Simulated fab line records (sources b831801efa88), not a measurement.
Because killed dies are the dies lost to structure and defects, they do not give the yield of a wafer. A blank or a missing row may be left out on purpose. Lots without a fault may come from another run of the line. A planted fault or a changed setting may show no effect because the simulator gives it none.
One fault seen from 2 desks	flow gf180mcu	each desk has only its own numbers; what lay behind them comes last

== DESK OF THE TOOL OWNER: pecvd-02 ==
The tool's own readings at GF_PASSIVATION_CVD_00 (deposits SiO2 from TEOS, target thk 1000 nm, time 111.95 s): means of the sampled wafers that have a number, for each lot that ran on this tool. If a lot's mean is further than 4 standard deviations from the usual mean, the lot is out of limits and carries the mark OUT (the distance appears in the brackets).
Columns: A = heater_power_w at GF_PASSIVATION_CVD_00, usual 643 W
lot	first seen here	A
L745	day 30 12:15	601
L756	day 33 04:57	628
This desk's verdict: no lot among the 2 shows anything out of limits.

== METROLOGY DESK ==
What the gauges read for every lot (on any tool): the sampled wafers with a number, averaged. If a lot's mean is further than 4 standard deviations from the usual mean, the lot is out of limits and carries the mark OUT (the distance appears in the brackets).
Columns: A = cd_nm at GF_TOP_METAL_CD_MEAS_14, usual 440.0 nm; B = TOP_METAL_OVL at GF_TOP_METAL_OVL_MEAS_15, usual -0.4 nm; C = PASSIVATION_CVD_00_THK at GF_PASSIVATION_THK_MEAS_01, usual 1002 nm
lot	first seen here	A	B	C
L745	day 30 11:22	439.8	-2.3	1007
L746	day 30 18:52	441.3	-1.8	997
L756	day 33 04:05	441.1	0.5	946 (-5.7) OUT
L759	day 33 20:25	439.3	0.5	1003
L760	day 33 23:21	440.5	-0.5	996
This desk finds L756 out of limits, with the earliest case on L756 at day 33 05:02 (PASSIVATION_CVD_00_THK at GF_PASSIVATION_THK_MEAS_01). L745, L746, L759, L760 stayed within limits.

== TAKEN TOGETHER ==
On L756, the metrology desk was in a position to raise an alarm at day 33 05:02.
The tool owner's desk saw nothing out of limits.
The tool owner's desk has L756 on record, within its limits.
Every lot named ran GF_PASSIVATION_CVD_00 on pecvd-02.

== WHAT THE SIMULATOR HAD PUT IN ==
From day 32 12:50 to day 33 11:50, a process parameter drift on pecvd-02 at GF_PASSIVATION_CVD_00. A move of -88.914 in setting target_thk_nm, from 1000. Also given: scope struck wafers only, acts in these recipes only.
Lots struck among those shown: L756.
Per desk, hours elapsed from the start of the fault to the first reading out of limits: for the metrology desk, 16.
